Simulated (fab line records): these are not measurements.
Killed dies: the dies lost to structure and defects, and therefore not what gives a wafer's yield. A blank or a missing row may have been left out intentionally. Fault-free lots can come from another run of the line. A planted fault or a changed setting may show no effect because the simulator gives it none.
Shared-tool check | flow sky130 | Sampled: 11 lots, 39 wafers

## WHY THIS WAS OPENED
Of 11 lots, 2 have the reading GATE_OXIDE_OXIDATION_00_THK flagged at SKY_GATE_OXIDE_THK_MEAS_02. Fault-free wafers read 10.27 nm, with a standard deviation of 0.17.
Rule: a lot is flagged when every wafer of it that has a number lies more than 4 standard deviations from that mean, or none has a number. As for the other lots, they are considered sound.

lot  | measured     | on            | GATE_OXIDE_OXIDATION_00_THK (nm), wafer by wafer | flag
L210 | day 12 19:47 | film_metro-03 | 10.06 10.11 10.20                                |
L211 | day 13 03:59 | film_metro-02 | 9.97 10.20 10.36                                 |
L212 | day 13 12:55 | film_metro-01 | 10.28 10.07 10.31                                |
L214 | day 13 18:21 | film_metro-01 | 10.15 10.36 10.24                                |
L215 | day 14 10:21 | film_metro-03 | 10.22 10.14 10.18                                |
L216 | day 14 16:26 | film_metro-01 | 10.26 10.11 10.16                                |
L224 | day 17 19:41 | film_metro-01 | 9.05 8.96 9.01 8.99 8.99 9.03                    | FLAGGED
L225 | day 18 03:45 | film_metro-03 | 8.71 8.83 8.73 8.75 8.81 8.69                    | FLAGGED
L227 | day 18 12:00 | film_metro-01 | 10.43 10.39 10.33                                |
L229 | day 19 11:46 | film_metro-01 | 10.26 10.15 10.12                                |
L233 | day 20 13:44 | film_metro-03 | 10.28 10.31 10.33                                |
The numbers of the flagged lots are 8.88 nm on average: -1.39 nm against the usual, or -8 standard deviations.

## WHICH TOOL EACH LOT WENT THROUGH
The record keeps 1 process step preceding the reading, out of 708 steps on the route. Cell contents, in order: the tool; ch with the chambers the sampled wafers went through; the start.
lot  | flag    | SKY_GATE_OXIDE_OXIDATION_01
L210 |         | furnace-01 ch 0, day 12 18:23
L211 |         | furnace-02 ch 0, day 13 02:33
L212 |         | furnace-02 ch 0, day 13 11:30
L214 |         | furnace-02 ch 0, day 13 16:56
L215 |         | furnace-01 ch 0, day 14 08:56
L216 |         | furnace-01 ch 0, day 14 15:02
L224 | FLAGGED | furnace-02 ch 0, day 17 18:16
L225 | FLAGGED | furnace-02 ch 0, day 18 02:19
L227 |         | furnace-01 ch 0, day 18 10:35
L229 |         | furnace-01 ch 0, day 19 10:21
L233 |         | furnace-02 ch 0, day 20 12:19
What these steps do:
- SKY_GATE_OXIDE_OXIDATION_01: stabilise 600 s, purge 300 s, target thk 10.268 nm.
- SKY_GATE_OXIDE_THK_MEAS_02

## FLAGGED AGAINST TOTAL, ONE TOOL AT A TIME (gauges that did the reading follow at the end)
step                        | tool          | lots run | flagged | share of the flagged lots | sound lots run after its first flagged lot
SKY_GATE_OXIDE_OXIDATION_01 | furnace-01    | 5        | 0       | none                      | -
SKY_GATE_OXIDE_OXIDATION_01 | furnace-02    | 6        | 2       | all                       | 1 (L233)
SKY_GATE_OXIDE_THK_MEAS_02  | film_metro-01 | 6        | 1       | some                      | 2 (L227,L229)
SKY_GATE_OXIDE_THK_MEAS_02  | film_metro-02 | 1        | 0       | none                      | -
SKY_GATE_OXIDE_THK_MEAS_02  | film_metro-03 | 4        | 1       | some                      | 1 (L233)

## WHAT THE TABLE PERMITS
All flagged lots share 1 row of the table, namely furnace-02 at SKY_GATE_OXIDE_OXIDATION_01.
- furnace-02 at SKY_GATE_OXIDE_OXIDATION_01: 2 of its 6 lots flagged. Sound lots ran on it after the first flagged one (L233), which a lasting fault on the whole tool wouldn't allow. Its own readings (spike_tc_bottom_C, spike_tc_centre_C, spike_tc_lower_C, spike_tc_top_C, spike_tc_upper_C, tube_center_temp_C, tube_center_temp_C_max) fall more than 4 standard deviations out on all wafers of the flagged lots.
Not one row of the table ran every flagged lot while running no sound lot after the first.

## WHAT HAD BEEN PUT IN BY THE SIMULATOR
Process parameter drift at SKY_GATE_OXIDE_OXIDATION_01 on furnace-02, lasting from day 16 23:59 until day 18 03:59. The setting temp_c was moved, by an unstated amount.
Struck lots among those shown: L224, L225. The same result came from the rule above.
